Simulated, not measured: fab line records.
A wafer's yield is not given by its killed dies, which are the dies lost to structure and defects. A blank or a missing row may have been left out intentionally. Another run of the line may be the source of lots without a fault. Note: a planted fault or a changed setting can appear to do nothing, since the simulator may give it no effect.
Problem report in the 8D (eight disciplines) form, filled by code :: flow gf180mcu :: the parts of the form that need people (team, actions taken, sign-off) are left out

1. THE ISSUE
At GF_DNWELL_IMPLANT_07, beamEnergyKeV averages 1350.8 over 6 wafers from 2 lots, while fault-free wafers read 1500.1, standard deviation 0.45. So: -99 or more standard deviations from the usual mean.
Seen first at day 4 10:09 on implanter-01, wafer L310.2. The record holds 18 wafers of 6 lots with a number at this step. Rule for "out" (also "out of limits"): further than 4 standard deviations from the usual mean. Any other wafer with a number is counted as sound.

2. WHAT IT IS; WHAT IT IS NOT
question: which readings at this step
is: beamEnergyKeV
is not: -

question: which lots
is: L310, L317
is not: L303, L307, L324, L325

question: which wafers of those lots
is: all that have a number
is not: -

question: read on which tools
is: implanter-01
is not: implanter-02

question: when
is: from day 4 10:09
is not: up to then (6 sound wafers); but 6 sound wafers of L324, L325 came after

3. THE SUSPECTS, EACH WITH WHAT RULES IT OUT
Counting: a tool at any process step up to the reading remains a suspect when it ran all the lots that are out and ran no sound lot after the first of those.
- implanter-01 at GF_DNWELL_IMPLANT_07: kept. All lots that are out passed through it, beginning with L310 at day 4 10:09, and no sound lot followed; its final sound lot before that point was L307 at day 3 18:17. Out on those wafers are its own readings of beamEnergyKeV.
After counting, what remains is implanter-01 at GF_DNWELL_IMPLANT_07.

4. THE CAUSE (what the simulator had put in)
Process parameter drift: implanter-01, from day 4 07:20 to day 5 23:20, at GF_DNWELL_IMPLANT_07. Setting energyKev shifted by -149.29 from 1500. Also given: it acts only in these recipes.
After counting, this tool was the only one left.

5. SEQUENCE OF EFFECTS, ordered by route
Each row: a reading where the mean over the struck wafers with a number is more than 3 standard deviations away from the usual. Only readings whose record carries a usual standard deviation are examined. hours: median over the lots of the time between each lot's start at the first step of this table that gives one and its start at this step. sigmas: the change, counted in usual standard deviations.
hours: 0
step: GF_DNWELL_IMPLANT_07
reading: beamEnergyKeV
usual: 1500.1
on struck wafers: 1350.8
change: -149.3
sigmas: -99 or more
Its process steps:
- GF_DNWELL_IMPLANT_07

6. HOW IT WOULD HAVE BEEN CAUGHT EARLIER
3 hours passed between the start of the fault at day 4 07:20 and the first reading out of limits in this record, taken at day 4 10:09.
